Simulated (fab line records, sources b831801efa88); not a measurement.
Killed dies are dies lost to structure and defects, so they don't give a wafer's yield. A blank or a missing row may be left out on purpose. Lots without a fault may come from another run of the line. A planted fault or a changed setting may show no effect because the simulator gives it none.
fab line records | flow sky130
record lots=24 wafers=72 last_day=50
route steps=708 shown METAL2@487 METAL3@567 METAL4@598
lots that met no fault: from a run of the same line without faults
start_h: hours from the record's first day to the start of the lot's first wafer shown | wait_h: hours since the lot's step before | " the same as in the row above | L1.1+2: a row that stands for several wafers | - no value, or no start given | * or withheld: withheld | < > ~ a bound
route shown NAME@n: a module of which the file shows steps, and the number in the route of the first | usual: mean/standard deviation of fault-free wafers | same: alike in all rows | chamber/n: place in a boat | sites: the reading at each site | _std_site: their standard deviation | _edge_site: outer sites' mean less inner sites' | radius_mm: how far each site lies from the wafer's centre | mask NAME#n: copy n | behind: the tool/chamber that last shaped the wafer | hold: why the lot was held/for how many hours/how that ended | device: the transistor (n, p or np) that didn't switch | end of line: the same wafers' tests at the end of the route | a step without rows: its recipe alone | killed: dies lost to structure and defects at the first sort, not the wafer's yield | map: a wafer's dies, x killed, . not, _ none there
set.NAME: the setting as run; set.NAME@STEP: as run at that earlier step | model.NAME: the simulator's own value behind a step, which no gauge read
steps of the route over a sample of lots; a table a step, a row a wafer
services: from which hour (start_h, from the record's first day; less than 0 if before it) a tool's chamber was out of use, for how many hours, and why
## steps
# step SKY_METAL2_SPUTTER_04
# recipe material=TiN target_thk_nm=70 power_w=6500 time_s=58.3 chamber_pressure_pa=0.4
# usual throttle_valve_pct=29.9/0.89
# columns lot.wafer tool chamber start_h wait_h throttle_valve_pct
L074.3 pvd_sputter-01 - 798.50 0.0 28.6
L074.4 " - " " 29.2
L074.6 " - " " 29.8
L075.2 pvd_sputter-02 - 803.40 0.0 31.7
L075.3 " - " " 28.8
L075.5 " - " " 30.5
L076.2 pvd_sputter-04 - 808.20 0.0 29.8
L076.4 " - " " 30.4
L076.6 " - " " 30.1
L077.2 pvd_sputter-04 - 815.16 0.0 30.4
L077.4 " - " " 30.0
L077.5 " - " " 30.6
L078.1 pvd_sputter-01 - 822.47 0.0 29.1
L078.2 " - " " 30.0
L078.3 " - " " 28.1
L079.2 pvd_sputter-01 - 831.06 0.0 29.2
L079.3 " - " " 30.3
L079.5 " - " " 30.4
L080.1 pvd_sputter-04 - 839.00 0.0 29.2
L080.4 " - " " 30.0
L080.5 " - " " 30.1
L081.1 pvd_sputter-01 - 859.34 0.0 29.1
L081.5 " - " " 30.4
L081.6 " - " " 28.5
L082.2 pvd_sputter-04 - 861.48 0.0 29.1
L082.3 " - " " 29.8
L082.5 " - " " 30.1
L083.1 pvd_sputter-02 - 862.10 0.0 31.3
L083.3 " - " " 30.3
L083.5 " - " " 32.4
L084.1 pvd_sputter-04 - 865.79 0.0 29.4
L084.4 " - " " 29.9
L084.6 " - " " 30.7
L085.1 pvd_sputter-01 - 875.60 0.0 29.1
L085.4 " - " " 28.4
L085.5 " - " " 29.7
L086.1 pvd_sputter-01 - 885.01 0.0 29.2
L086.3 " - " " 28.5
L086.4 " - " " 29.8
L087.1 pvd_sputter-01 - 897.36 0.0 29.4
L087.2 " - " " 30.3
L087.3 " - " " 30.3
L088.1 pvd_sputter-04 - 899.19 0.0 30.5
L088.4 " - " " 29.7
L088.6 " - " " 29.8
L089.1 pvd_sputter-01 - 906.47 0.0 29.1
L089.2 " - " " 30.0
L089.4 " - " " 29.9
L090.1 pvd_sputter-01 - 912.50 0.0 30.5
L090.2 " - " " 29.8
L090.5 " - " " 30.4
L091.1 pvd_sputter-02 - 923.35 0.0 32.3
L091.2 " - " " 28.8
L091.3 " - " " 30.3
L092.2 pvd_sputter-04 - 928.89 0.0 30.5
L092.3 " - " " 29.1
L092.5 " - " " 30.1
L093.1 pvd_sputter-02 - 930.84 0.0 30.4
L093.2 " - " " 31.2
L093.3 " - " " 28.7
L094.2 pvd_sputter-01 - 939.34 0.0 29.3
L094.3 " - " " 28.7
L094.4 " - " " 29.8
L095.1 pvd_sputter-04 - 948.33 0.0 29.2
L095.3 " - " " 30.7
L095.4 " - " " 30.0
L096.2 pvd_sputter-04 - 953.78 0.0 30.6
L096.3 " - " " 29.1
L096.5 " - " " 29.8
L097.1 pvd_sputter-04 - 959.75 0.0 29.9
L097.5 " - " " 30.8
L097.6 " - " " 29.1
# step SKY_METAL2_DESCUM_17
# recipe chemistry=O2 source_power_w=150 bias_power_w=0 pressure_mtorr=10 temp_c=40 time_s=8
# usual chamber_pressure_mTorr=9.999/0.0082 drypump_motor_current_A=6.06/0.26 oes_product_au=0.999/0.0076
# same bias_power_w=0
# columns lot.wafer tool chamber start_h wait_h chamber_pressure_mTorr drypump_motor_current_A oes_product_au rf_hours_counter_h
L074.3 rie_metal-01 0 825.15 0.0 10.005 6.09 0.989 -
L074.4 " 1 " " 9.995 6.56 0.992 -
L074.6 " 0 " " 10.011 6.10 0.991 -
L075.2 rie_metal-04 0 829.94 0.0 9.999 5.86 1.002 8
L075.3 " 0 " " 10.008 5.85 1.010 -
L075.5 " 1 " " 9.996 5.78 1.003 -
L076.2 rie_metal-04 0 835.39 0.0 10.003 5.86 1.007 8
L076.4 " 0 " " 9.986 5.86 1.009 -
L076.6 " 1 " " 9.994 5.78 1.001 -
L077.2 rie_metal-04 1 841.10 0.0 9.995 5.79 0.994 17
L077.4 " 0 " " 10.006 5.87 1.001 -
L077.5 " 0 " " 10.014 5.87 1.006 -
L078.1 rie_metal-04 1 849.34 0.0 9.994 5.78 0.995 17
L078.2 " 0 " " 10.000 5.85 0.998 8
L078.3 " 1 " " 10.009 5.79 1.001 -
L079.2 rie_metal-02 1 857.35 0.0 9.999 6.28 1.002 17
L079.3 " 1 " " 9.996 6.29 1.000 -
L079.5 " 1 " " 10.008 6.26 1.000 -
L080.1 rie_metal-01 0 866.29 0.0 9.995 6.10 1.000 17
L080.4 " 1 " " 9.982 6.56 0.994 -
L080.5 " 1 " " 10.001 6.56 0.989 -
L081.1 rie_metal-01 1 886.19 0.0 9.989 6.57 0.999 5
L081.5 " 1 " " 9.998 6.55 0.993 -
L081.6 " 0 " " 9.997 6.10 0.985 -
L082.2 rie_metal-04 0 888.30 0.0 9.999 5.88 1.019 -
L082.3 " 0 " " 9.998 5.87 1.006 -
L082.5 " 0 " " 10.006 5.87 1.009 -
L083.1 rie_metal-01 0 888.76 0.0 9.991 6.12 1.003 18
L083.3 " 0 " " 9.999 6.12 0.994 -
L083.5 " 0 " " 9.996 6.11 0.992 -
L084.1 rie_metal-01 1 892.00 0.0 9.993 6.56 1.000 5
L084.4 " 1 " " 9.994 6.58 0.998 -
L084.6 " 1 " " 9.994 6.56 1.004 -
L085.1 rie_metal-01 0 901.65 0.0 10.009 6.11 0.981 18
L085.4 " 0 " " 10.009 6.12 0.988 -
L085.5 " 0 " " 9.991 6.11 0.982 -
L086.1 rie_metal-04 0 910.65 0.0 10.028 5.85 0.997 12
L086.3 " 0 " " 9.991 5.87 1.005 -
L086.4 " 1 " " 10.007 5.78 1.005 -
L087.1 rie_metal-02 1 922.95 0.0 10.003 6.24 1.003 1
L087.2 " 0 " " 9.992 6.03 0.998 18
L087.3 " 0 " " 9.994 6.04 0.991 -
L088.1 rie_metal-04 1 923.60 0.0 9.992 5.77 1.004 1
L088.4 " 0 " " 9.982 5.85 1.000 -
L088.6 " 1 " " 10.006 5.79 0.990 -
L089.1 rie_metal-04 1 931.50 0.0 10.004 5.78 0.998 2
L089.2 " 0 " " 9.995 5.86 0.996 13
L089.4 " 1 " " 9.994 5.77 1.004 -
L090.1 rie_metal-01 1 936.00 0.0 10.004 6.54 0.997 8
L090.2 " 1 " " 10.003 6.57 0.990 -
L090.5 " 1 " " 9.992 6.54 0.995 -
L091.1 rie_metal-02 0 947.25 0.0 10.002 6.07 1.011 19
L091.2 " 1 " " 9.985 6.26 1.008 2
L091.3 " 1 " " 10.014 6.23 1.008 -
L092.2 rie_metal-04 1 953.45 0.0 10.003 5.78 0.989 3
L092.3 " 1 " " 10.000 5.79 0.998 -
L092.5 " 1 " " 9.996 5.78 1.006 -
L093.1 rie_metal-02 1 955.60 0.0 10.004 6.26 1.012 3
L093.2 " 0 " " 9.999 6.08 1.004 19
L093.3 " 1 " " 9.987 6.24 1.010 -
L094.2 rie_metal-04 0 963.65 0.0 10.005 5.86 1.004 14
L094.3 " 0 " " 10.005 5.88 1.008 -
L094.4 " 1 " " 9.990 5.78 1.012 -
L095.1 rie_metal-02 0 972.65 0.0 10.009 6.06 0.993 20
L095.3 " 0 " " 9.986 6.07 0.996 -
L095.4 " 1 " " 9.994 6.22 0.995 -
L096.2 rie_metal-02 1 977.65 0.0 10.003 6.26 0.996 4
L096.3 " 1 " " 9.992 6.23 0.999 -
L096.5 " 1 " " 10.008 6.26 0.997 -
L097.1 rie_metal-04 0 983.80 0.0 9.993 5.88 1.014 15
L097.5 " 1 " " 10.002 5.79 1.004 -
L097.6 " 0 " " 10.001 5.87 1.003 -
# step SKY_METAL3_ETCH_17
# recipe target=SiO2 stop_on=TiN chemistry=C4F8/O2/Ar source_w=1500 bias_w=1200 pressure_mtorr=40 c4f8_flow_sccm=withheld O2_flow_sccm=6 Ar_flow_sccm=300 time_s=3.9 target_depth_a=150
# usual chamber_pressure_mTorr=40.00/0.067 oes_product_au=0.755/0.0068
# columns lot.wafer tool chamber start_h wait_h chamber_pressure_mTorr oes_product_au rf_hours_counter_h
L074.3 rie_diel-04 1 907.48 0.0 40.07 0.751 8
L074.4 " 2 " " 39.93 0.761 20
L074.6 " 2 " " 39.96 0.762 -
L075.2 rie_diel-02 2 911.88 0.1 40.01 0.754 13
L075.3 " 3 " " 40.05 0.760 11
L075.5 " 0 " " 40.01 0.767 -
L076.2 rie_diel-01 0 916.91 0.1 39.99 0.754 11
L076.4 " 3 " " 40.00 0.746 2
L076.6 " 2 " " 40.00 0.759 -
L077.2 rie_diel-04 2 922.16 0.1 40.01 0.753 21
L077.4 " 3 " " 39.99 0.755 28
L077.5 " 3 " " 40.04 0.765 -
L078.1 rie_diel-01 2 930.53 0.1 40.02 0.762 10
L078.2 " 0 " " 39.92 0.764 12
L078.3 " 1 " " 39.93 0.766 9
L079.2 rie_diel-04 0 937.98 0.1 39.85 0.742 22
L079.3 " 0 " " 40.06 0.749 -
L079.5 " 0 " " 40.02 0.760 -
L080.1 rie_diel-04 0 945.88 0.1 39.99 0.742 22
L080.4 " 1 " " 40.02 0.744 -
L080.5 " 2 " " 40.00 0.749 -
L081.1 rie_diel-02 0 964.93 0.1 39.97 0.761 5
L081.5 " 2 " " 40.05 0.760 -
L081.6 " 3 " " 39.99 0.752 -
L082.2 rie_diel-01 3 965.32 0.1 39.97 0.755 3
L082.3 " 1 " " 39.96 0.754 10
L082.5 " 1 " " 40.01 0.762 -
L083.1 rie_diel-02 1 965.98 0.1 39.99 0.757 3
L083.3 " 0 " " 40.03 0.755 5
L083.5 " 3 " " 39.99 0.757 -
L084.1 rie_diel-04 1 968.73 0.1 40.04 0.746 10
L084.4 " 0 " " 39.97 0.758 23
L084.6 " 3 " " 40.01 0.753 -
L085.1 rie_diel-04 1 978.48 0.1 40.10 0.756 10
L085.4 " 1 " " 39.97 0.751 -
L085.5 " 3 " " 39.96 0.765 -
L086.1 rie_diel-01 2 986.43 0.1 39.99 0.752 11
L086.3 " 3 " " 40.02 0.754 4
L086.4 " 1 " " 39.97 0.756 10
L087.1 rie_diel-01 3 999.03 0.1 40.00 0.748 4
L087.2 " 2 " " 40.04 0.761 12
L087.3 " 0 " " 39.95 0.742 13
L088.1 rie_diel-04 0 999.38 0.1 40.00 0.747 23
L088.4 " 0 " " 40.05 0.754 -
L088.6 " 2 " " 39.96 0.759 -
L089.1 rie_diel-01 0 1007.42 0.1 40.01 0.749 13
L089.2 " 3 " " 39.98 0.753 4
L089.4 " 2 " " 40.02 0.763 12
L090.1 rie_diel-01 3 1011.53 0.1 39.95 0.746 5
L090.2 " 1 " " 39.95 0.748 11
L090.5 " 2 " " 39.99 0.759 -
L091.1 rie_diel-04 0 1020.97 0.1 39.97 0.748 24
L091.2 " 1 " " 39.97 0.745 13
L091.3 " 3 " " 40.01 0.750 1
L092.2 rie_diel-04 3 1027.88 0.1 39.97 0.756 1
L092.3 " 0 " " 39.97 0.746 24
L092.5 " 2 " " 40.01 0.759 -
L093.1 rie_diel-04 3 1029.87 0.1 39.99 0.752 1
L093.2 " 0 " " 39.94 0.743 25
L093.3 " 1 " " 39.99 0.755 13
L094.2 rie_diel-04 0 1036.18 0.1 40.05 0.751 25
L094.3 " 3 " " 39.93 0.755 2
L094.4 " 2 " " 40.03 0.761 25
L095.1 rie_diel-01 3 1045.66 0.2 40.00 0.760 6
L095.3 " 2 " " 40.01 0.755 13
L095.4 " 0 " " 40.02 0.770 15
L096.2 rie_diel-02 3 1050.78 0.1 40.02 0.752 14
L096.3 " 0 " " 39.97 0.753 7
L096.5 " 0 " " 39.96 0.761 -
L097.1 rie_diel-01 1 1056.38 0.1 40.00 0.744 12
L097.5 " 3 " " 40.03 0.755 -
L097.6 " 2 " " 40.02 0.751 -
# step SKY_METAL4_SPUTTER_00
# recipe material=Ti target_thk_nm=15 power_w=3000 time_s=10 chamber_pressure_pa=0.4
# usual throttle_valve_pct=30.0/1
# columns lot.wafer tool chamber start_h wait_h throttle_valve_pct
L074.3 pvd_sputter-03 - 934.94 0.2 29.4
L074.4 " - " " 30.3
L074.6 " - " " 30.2
L075.2 pvd_sputter-03 - 939.57 0.1 30.1
L075.3 " - " " 28.9
L075.5 " - " " 28.7
L076.2 pvd_sputter-03 - 943.98 0.2 29.2
L076.4 " - " " 30.3
L076.6 " - " " 28.5
L077.2 pvd_sputter-02 - 948.96 0.1 28.8
L077.4 " - " " 31.2
L077.5 " - " " 32.3
L078.1 pvd_sputter-04 - 957.91 0.2 30.6
L078.2 " - " " 29.1
L078.3 " - " " 29.9
L079.2 pvd_sputter-04 - 964.67 0.2 30.0
L079.3 " - " " 30.5
L079.5 " - " " 30.1
L080.1 pvd_sputter-02 - 972.34 0.1 32.2
L080.4 " - " " 30.4
L080.5 " - " " 28.9
L081.1 pvd_sputter-02 - 991.51 0.1 30.2
L081.5 " - " " 32.5
L081.6 " - " " 30.4
L082.2 pvd_sputter-02 - 991.89 0.2 30.4
L082.3 " - " " 32.4
L082.5 " - " " 28.8
L083.1 pvd_sputter-02 - 992.92 0.2 30.4
L083.3 " - " " 28.8
L083.5 " - " " 28.9
L084.1 pvd_sputter-03 - 995.83 0.1 30.3
L084.4 " - " " 30.1
L084.6 " - " " 30.4
L085.1 pvd_sputter-02 - 1005.29 0.2 31.3
L085.4 " - " " 30.0
L085.5 " - " " 32.5
L086.1 pvd_sputter-03 - 1012.50 0.1 30.2
L086.3 " - " " 30.3
L086.4 " - " " 29.4
L087.1 pvd_sputter-03 - 1024.75 0.2 30.4
L087.2 " - " " 30.2
L087.3 " - " " 28.5
L088.1 pvd_sputter-02 - 1024.96 0.1 30.5
L088.4 " - " " 31.6
L088.6 " - " " 28.9
L089.1 pvd_sputter-03 - 1033.43 0.1 28.6
L089.2 " - " " 30.4
L089.4 " - " " 29.1
L090.1 pvd_sputter-04 - 1037.31 0.2 30.5
L090.2 " - " " 30.9
L090.5 " - " " 30.0
L091.1 pvd_sputter-02 - 1046.42 0.2 29.1
L091.2 " - " " 31.4
L091.3 " - " " 30.4
L092.2 pvd_sputter-04 - 1053.51 0.1 29.9
L092.3 " - " " 30.5
L092.5 " - " " 29.8
L093.1 pvd_sputter-04 - 1054.90 0.2 30.4
L093.2 " - " " 30.7
L093.3 " - " " 29.7
L094.2 pvd_sputter-03 - 1061.46 0.1 30.0
L094.3 " - " " 28.6
L094.4 " - " " 29.1
L095.1 pvd_sputter-04 - 1070.04 0.1 29.3
L095.3 " - " " 29.9
L095.4 " - " " 30.5
L096.2 pvd_sputter-03 - 1076.41 0.2 30.1
L096.3 " - " " 30.1
L096.5 " - " " 29.1
L097.1 pvd_sputter-04 - 1081.57 0.2 30.5
L097.5 " - " " 30.3
L097.6 " - " " 30.5
# step SKY_METAL4_SPUTTER_04
# recipe material=TiN target_thk_nm=70 power_w=6500 time_s=58.3 chamber_pressure_pa=0.4
# usual throttle_valve_pct=30.0/1
# columns lot.wafer tool chamber start_h wait_h throttle_valve_pct
L074.3 pvd_sputter-03 - 935.05 0.0 29.1
L074.4 " - " " 30.2
L074.6 " - " " 30.3
L075.2 pvd_sputter-03 - 939.68 0.0 30.0
L075.3 " - " " 29.1
L075.5 " - " " 28.5
L076.2 pvd_sputter-03 - 944.08 0.0 28.9
L076.4 " - " " 30.2
L076.6 " - " " 28.4
L077.2 pvd_sputter-02 - 949.07 0.0 28.8
L077.4 " - " " 31.2
L077.5 " - " " 32.0
L078.1 pvd_sputter-04 - 958.03 0.0 30.6
L078.2 " - " " 29.0
L078.3 " - " " 29.9
L079.2 pvd_sputter-04 - 964.77 0.0 29.6
L079.3 " - " " 30.4
L079.5 " - " " 29.7
L080.1 pvd_sputter-02 - 972.45 0.0 32.3
L080.4 " - " " 30.2
L080.5 " - " " 28.7
L081.1 pvd_sputter-02 - 991.61 0.0 30.5
L081.5 " - " " 32.0
L081.6 " - " " 30.1
L082.2 pvd_sputter-02 - 991.99 0.0 30.5
L082.3 " - " " 32.3
L082.5 " - " " 28.6
L083.1 pvd_sputter-02 - 993.02 0.0 30.4
L083.3 " - " " 29.0
L083.5 " - " " 29.0
L084.1 pvd_sputter-03 - 995.93 0.0 30.2
L084.4 " - " " 30.0
L084.6 " - " " 30.2
L085.1 pvd_sputter-02 - 1005.40 0.0 31.0
L085.4 " - " " 30.5
L085.5 " - " " 32.3
L086.1 pvd_sputter-03 - 1012.61 0.0 30.1
L086.3 " - " " 30.1
L086.4 " - " " 29.1
L087.1 pvd_sputter-03 - 1024.86 0.0 30.4
L087.2 " - " " 30.2
L087.3 " - " " 28.5
L088.1 pvd_sputter-02 - 1025.06 0.0 30.3
L088.4 " - " " 31.2
L088.6 " - " " 28.6
L089.1 pvd_sputter-03 - 1033.53 0.0 28.7
L089.2 " - " " 30.1
L089.4 " - " " 29.0
L090.1 pvd_sputter-04 - 1037.42 0.0 30.1
L090.2 " - " " 30.6
L090.5 " - " " 29.7
L091.1 pvd_sputter-02 - 1046.53 0.0 28.7
L091.2 " - " " 31.1
L091.3 " - " " 30.5
L092.2 pvd_sputter-04 - 1053.61 0.0 29.7
L092.3 " - " " 30.2
L092.5 " - " " 29.8
L093.1 pvd_sputter-04 - 1055.00 0.0 30.3
L093.2 " - " " 30.5
L093.3 " - " " 29.8
L094.2 pvd_sputter-03 - 1061.56 0.0 30.3
L094.3 " - " " 28.4
L094.4 " - " " 29.0
L095.1 pvd_sputter-04 - 1070.14 0.0 29.4
L095.3 " - " " 29.7
L095.4 " - " " 30.2
L096.2 pvd_sputter-03 - 1076.51 0.0 30.2
L096.3 " - " " 30.2
L096.5 " - " " 29.0
L097.1 pvd_sputter-04 - 1081.68 0.0 30.6
L097.5 " - " " 30.3
L097.6 " - " " 30.6
# step SKY_METAL4_OVL_MEAS_14
# usual METAL4_OVL=1/5.1
# columns lot.wafer tool chamber start_h wait_h METAL4_OVL[nm]
L074.3 overlay-01 - 984.18 0.1 3
L074.4 " - " " 0
L074.6 " - " " -1
L075.2 overlay-01 - 988.62 0.1 14
L075.3 " - " " 1
L075.5 " - " " 5
L076.2 overlay-01 - 992.32 0.1 3
L076.4 " - " " 0
L076.6 " - " " 3
L077.2 overlay-02 - 997.77 0.1 0
L077.4 " - " " 1
L077.5 " - " " -2
L078.1 overlay-01 - 1006.11 0.1 -4
L078.2 " - " " -1
L078.3 " - " " -8
L079.2 overlay-01 - 1012.92 0.1 9
L079.3 " - " " 5
L079.5 " - " " 6
L080.1 overlay-02 - 1019.62 0.1 1
L080.4 " - " " 5
L080.5 " - " " 6
L081.1 overlay-02 - 1038.61 0.1 7
L081.5 " - " " 3
L081.6 " - " " 6
L083.1 overlay-02 - 1039.47 0.1 11
L083.3 " - " " 1
L083.5 " - " " 8
L082.2 overlay-01 - 1039.47 0.1 -11
L082.3 " - " " 0
L082.5 " - " " 3
L084.1 overlay-01 - 1041.81 0.1 -5
L084.4 " - " " -8
L084.6 " - " " 1
L085.1 overlay-01 - 1051.92 0.1 -2
L085.4 " - " " -3
L085.5 " - " " 0
L086.1 overlay-01 - 1058.87 0.1 -1
L086.3 " - " " -5
L086.4 " - " " -5
L087.1 overlay-01 - 1070.62 0.1 -10
L087.2 " - " " -6
L087.3 " - " " -9
L088.1 overlay-02 - 1070.67 0.1 6
L088.4 " - " " 2
L088.6 " - " " 2
L089.1 overlay-01 - 1078.77 0.1 -2
L089.2 " - " " -4
L089.4 " - " " -7
L090.1 overlay-02 - 1081.46 0.1 5
L090.2 " - " " 9
L090.5 " - " " 4
L091.1 overlay-02 - 1090.22 0.1 7
L091.2 " - " " 4
L091.3 " - " " 10
L092.2 overlay-01 - 1095.97 0.1 2
L092.3 " - " " 3
L092.5 " - " " 5
L093.1 overlay-02 - 1096.92 0.1 8
L093.2 " - " " 1
L093.3 " - " " 4
L094.2 overlay-02 - 1103.22 0.1 5
L094.3 " - " " 4
L094.4 " - " " -4
L095.1 overlay-01 - 1112.06 0.1 3
L095.3 " - " " -1
L095.4 " - " " -1
L096.2 overlay-01 - 1116.97 0.1 7
L096.3 " - " " 2
L096.5 " - " " -3
L097.1 overlay-02 - 1121.37 0.1 -4
L097.5 " - " " -9
L097.6 " - " " -1
## services
# columns tool chamber start_h hours kind
rie_metal-01 0 781.30 1.6 repair
rie_diel-04 3 793.42 18.2 repair
rie_diel-01 0 848.14 2.0 repair
pvd_sputter-04 - 849.85 2.1 repair
rie_diel-04 3 870.59 6.4 repair
pvd_sputter-03 - 870.84 1.2 repair
rie_diel-01 - 888.77 4.3 pm
rie_metal-01 1 897.80 8.6 repair
rie_metal-01 0 898.06 2.3 repair
rie_diel-01 1 907.74 8.9 repair
rie_diel-04 2 914.48 2.0 repair
rie_diel-04 2 933.97 7.7 repair
pvd_sputter-02 - 941.63 1.3 repair
rie_metal-01 - 954.52 0.3 repair
pvd_sputter-01 - 967.80 4.0 repair
rie_diel-04 0 971.30 17.9 repair
pvd_sputter-04 - 975.84 3.6 repair
rie_diel-04 3 983.01 36.8 repair
rie_metal-04 - 1020.32 28.1 pm
pvd_sputter-04 - 1040.38 2.8 repair
pvd_sputter-02 - 1052.40 3.6 repair
pvd_sputter-03 - 1052.95 0.9 repair
pvd_sputter-04 - 1057.14 5.5 repair
rie_diel-01 2 1065.70 4.2 repair
## key
fault none
